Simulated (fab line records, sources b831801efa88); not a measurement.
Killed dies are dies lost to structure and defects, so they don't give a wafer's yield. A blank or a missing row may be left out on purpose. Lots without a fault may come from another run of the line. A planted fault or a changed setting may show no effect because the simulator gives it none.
One fault seen from 2 desks | flow sky130 | each desk has only its own numbers; what lay behind them comes last

THE TOOL OWNER'S DESK: implanter-02
The tool's own readings at SKY_LDD_N_IMPLANT_14: means of the sampled wafers that have a number, for each lot that ran on this tool. A lot is out of limits, marked OUT, if its mean lies more than 4 standard deviations from the usual mean; the brackets give that distance.
Columns: A = beam_energy_keV at SKY_LDD_N_IMPLANT_14, usual 50.000; B = dose_ions_cm2 at SKY_LDD_N_IMPLANT_14, usual 4.999e+12
lot  | first seen here | A                | B
L301 | day 18 07:59    | 50.011           | 5.001e+12
L302 | day 19 05:20    | 49.982           | 4.996e+12
L305 | day 19 20:22    | 50.007           | 4.999e+12
L306 | day 20 02:35    | 49.979           | 5.004e+12
L307 | day 20 20:29    | 50.002           | 5.004e+12
L308 | day 21 10:40    | 49.038 (-60) OUT | 4.998e+12
L309 | day 21 11:55    | 49.016 (-61) OUT | 5.002e+12
L311 | day 22 00:40    | 49.037 (-60) OUT | 4.999e+12
This desk's finding: out of limits on L308, L309, L311; first on L308, day 21 10:40 (beam_energy_keV at SKY_LDD_N_IMPLANT_14). In limits: L301, L302, L305, L306, L307.

THE METROLOGY DESK
What the gauges read, lot by lot, whatever tool the lot ran on: means of the sampled wafers that have a number. A lot is out of limits, marked OUT, if its mean lies more than 4 standard deviations from the usual mean; the brackets give that distance.
Columns: A = VT_ADJUST_LVTN_01_OVL at SKY_VT_ADJUST_LVTN_OVL_MEAS_18, usual 0.5 nm; B = SD_N_OVL at SKY_SD_N_OVL_MEAS_08, usual 0.3 nm
lot  | first seen here | A    | B
L301 | day 8 01:26     | -1.4 | -1.5
L302 | day 8 21:34     | 1.0  | 0.4
L305 | day 9 11:20     | 0.3  | 0.8
L306 | day 9 16:14     | 2.1  | 0.6
L307 | day 10 03:10    | 0.6  | 3.5
L308 | day 10 09:55    | 0.7  | -0.2
L309 | day 10 16:34    | -1.4 | -2.7
L311 | day 10 22:01    | 0.5  | -0.8
L318 | day 13 03:11    | 0.3  | -0.1
L319 | day 13 07:34    | 0.8  | 1.6
L320 | day 13 12:29    | 0.1  | 0.9
L321 | day 13 16:23    | 0.1  | 1.2
L322 | day 14 06:05    | 0.4  | 0.8
This desk's finding: nothing out of limits on any of the 13 lots.

PUT TOGETHER
The tool owner's desk could have raised an alarm at day 21 10:40, on L308, L309, L311.
The metrology desk saw nothing out of limits.
The metrology desk has L308, L309, L311 on record, within its limits.
Of the lots named, all ran SKY_LDD_N_IMPLANT_14 on implanter-02.

WHAT THE SIMULATOR HAD PUT IN
Process parameter drift: implanter-02, from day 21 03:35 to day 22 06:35, at SKY_LDD_N_IMPLANT_14. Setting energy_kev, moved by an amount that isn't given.
Lots struck among those shown: L308, L309, L311.
Hours from the fault's start to each desk's first reading out of limits: the tool owner's desk, 7.
